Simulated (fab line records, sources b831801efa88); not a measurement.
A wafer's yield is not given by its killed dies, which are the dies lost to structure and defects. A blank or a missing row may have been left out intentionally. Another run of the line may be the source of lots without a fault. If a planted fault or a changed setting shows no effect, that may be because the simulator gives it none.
Which tool did it? | flow gf180mcu | Sampling: 7 lots, 21 wafers, 3 of 602 route steps

WHAT THE GAUGES SHOWED, per wafer
GF_V5_CD_MEAS_14: target cd 260 nm.
lot  | measured     | on       | cdNm (nm)
L622 | day 27 18:22 | cdSem-02 | 259.5 258.1 259.0
L625 | day 28 19:32 | cdSem-01 | 258.3 257.1 257.3
L628 | day 29 20:25 | cdSem-02 | 260.2 260.5 260.6
L634 | day 31 11:13 | cdSem-01 | 260.9 260.8 259.7
L638 | day 32 02:55 | cdSem-01 | 260.3 259.5 261.3
L640 | day 32 19:48 | cdSem-01 | 262.3 261.5 262.4
L643 | day 33 19:52 | cdSem-02 | 258.1 259.3 259.0

TOOL THAT RAN EACH LOT (tool first, then ch and the chambers of the sampled wafers, then the start)
lot  | GF_V1_STRIP_19                 | GF_V5_CMP_04
L622 | wetBench-03 ch 2, day 18 18:24 | cmp-02 ch 1,2,3, day 26 21:47
L625 | wetBench-03 ch 2, day 20 03:07 | cmp-02 ch 0,2,3, day 28 00:02
L628 | wetBench-01 ch 2, day 21 07:31 | cmp-02 ch 0,2,3, day 29 01:20
L634 | wetBench-01 ch 1, day 23 07:42 | cmp-02 ch 0,1, day 30 16:44
L638 | wetBench-02 ch 0, day 24 06:19 | cmp-02 ch 0,2, day 31 09:28
L640 | wetBench-02 ch 2, day 25 03:43 | cmp-02 ch 1,2, day 32 02:50
L643 | wetBench-03 ch 2, day 26 10:40 | cmp-01 ch 1,3, day 33 03:49
- GF_V1_STRIP_19: strips in post etch residue remover, time 1200 s.
- GF_V5_CMP_04: polishes SiO2.

THE ANSWER, worked out from the rows above alone
Rule: the usual values come from the lots themselves. The widest of any qualifying gaps counts: lots, ordered by their means at a reading, are off when they make up no more than a third of the lots, leave a main group of 4 or more, and stand apart from it by 3 or more times the standard deviation of that group's means. A main group whose means are all the same, to the digits that the tables above print for the reading, isn't used. A lot without any number at a reading at which 4 lots or more have one is off too. Where the step has rows for the other lots, those lots are counted as sound.
None of the lots is off at any reading shown; this tells nothing.

WHAT WAS PUT IN BY THE SIMULATOR
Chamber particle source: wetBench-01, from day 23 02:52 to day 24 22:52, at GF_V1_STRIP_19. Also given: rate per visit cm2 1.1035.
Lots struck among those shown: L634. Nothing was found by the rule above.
